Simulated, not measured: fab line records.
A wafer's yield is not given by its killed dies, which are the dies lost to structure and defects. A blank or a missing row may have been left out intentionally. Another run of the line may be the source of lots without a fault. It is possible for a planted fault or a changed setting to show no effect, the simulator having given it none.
Code-filled problem report in 8D (eight disciplines) form | flow sky130 | the parts of the form that need people (team, actions taken, sign-off) are left out

## 1. WHAT WENT WRONG
SONOS_ONO_CVD_04_THK at SKY_SONOS_ONO_THK_MEAS_05 reads a mean of 4.77 nm on 3 wafers of 1 lot; wafers without a fault read 5.62 nm with a standard deviation of 0.1. That is -8.5 standard deviations from the usual mean.
First seen on wafer L637.1, day 18 08:02, on filmMetro-02. At this step, 36 wafers from 12 lots have a number in the record. Rule for "out" (also "out of limits"): further than 4 standard deviations from the usual mean. The other wafers with a number count as sound.

## 2. WHAT IT IS; WHAT IT IS NOT
question                    | is                     | is not
which readings at this step | SONOS_ONO_CVD_04_THK   | -
which lots                  | L637                   | L617, L618, L620, L621, L624, L625, L626, L627, L628, L629, L640
which wafers of those lots  | all that have a number | -
read on which gauges        | filmMetro-02           | filmMetro-01, filmMetro-04
when                        | from day 18 08:02      | up to then (30 sound wafers); but 3 sound wafers of L640 came after

## 3. SUSPECTS, AND WHAT RULES EACH OUT
Counting: a tool stays on the suspect list if, at a process step up to the reading, it processed all lots that are out and no sound lot following the first of them.
- the gauge at SKY_SONOS_ONO_THK_MEAS_05: ruled out. All the wafers that are out were read on filmMetro-02, but those of them that SKY_SONOS_ONO_CVD_04 has rows for are out there too, on other tools.
- plasmaAsher-03 at SKY_VT_ADJUST_HVTR_STRIP_10 (strips in O2/N2): kept. It ran the lot that is out, L637 (day 15 15:58), and no sound lot after that; its last sound lot up to then is L620 (day 10 12:14).
- lpcvd-03 at SKY_SONOS_ONO_CVD_04 (deposits SiO2 from SiH4/N2O, target thk 5.7199 nm): ruled out as a lasting fault. After its first lot that is out, L637 (day 18 06:47), sound lots L640 ran on it.
The count leaves plasmaAsher-03 at SKY_VT_ADJUST_HVTR_STRIP_10.

## 4. THE CAUSE (what the simulator had put in)
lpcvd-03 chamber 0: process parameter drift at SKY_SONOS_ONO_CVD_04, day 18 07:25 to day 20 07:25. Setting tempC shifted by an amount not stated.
The count ruled it out by mistake, since the rule takes a fault to strike every lot its tool runs from the start of the fault on, and this one did not do so.

## 5. THE EFFECT CHAIN, in route order
Rows list readings where the struck wafers' mean (over those with a number) sits beyond 3 standard deviations from the usual. Readings are gone through only where the record gives a usual standard deviation; hours: the median, over the lots, of the time from a lot's start at the first step in this table giving one to that lot's start at this step; sigmas: the change measured in usual standard deviations.
hours | step                      | reading              | usual   | on struck wafers | change | sigmas
0     | SKY_SONOS_ONO_CVD_04      | spikeTcBottomC       | 917.6 C | 905.9            | -11.7  | -12
0     | SKY_SONOS_ONO_CVD_04      | spikeTcCentreC       | 901.9 C | 891.9            | -10.0  | -8.4
0     | SKY_SONOS_ONO_CVD_04      | spikeTcLowerC        | 900.1 C | 890.0            | -10.1  | -8.4
0     | SKY_SONOS_ONO_CVD_04      | spikeTcTopC          | 912.2 C | 901.3            | -10.9  | -12
0     | SKY_SONOS_ONO_CVD_04      | spikeTcUpperC        | 900.6 C | 890.2            | -10.4  | -11
1     | SKY_SONOS_ONO_THK_MEAS_05 | SONOS_ONO_CVD_04_THK | 5.62 nm | 4.77             | -0.85  | -8.5
Its process steps:
- SKY_SONOS_ONO_CVD_04: deposits SiO2 from SiH4/N2O, target thk 5.7199 nm.

## 6. WHAT WOULD HAVE CAUGHT IT SOONER
In this record the first reading out of limits at a measuring or inspecting step was taken at day 18 08:02, 1 hour after the fault began at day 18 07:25.
The tool's own readings at SKY_SONOS_ONO_CVD_04 were out on every struck wafer that the step has a row for (spikeTcBottomC, spikeTcCentreC, spikeTcLowerC, spikeTcTopC, spikeTcUpperC): an alarm limit on them would have fired on the first of those.
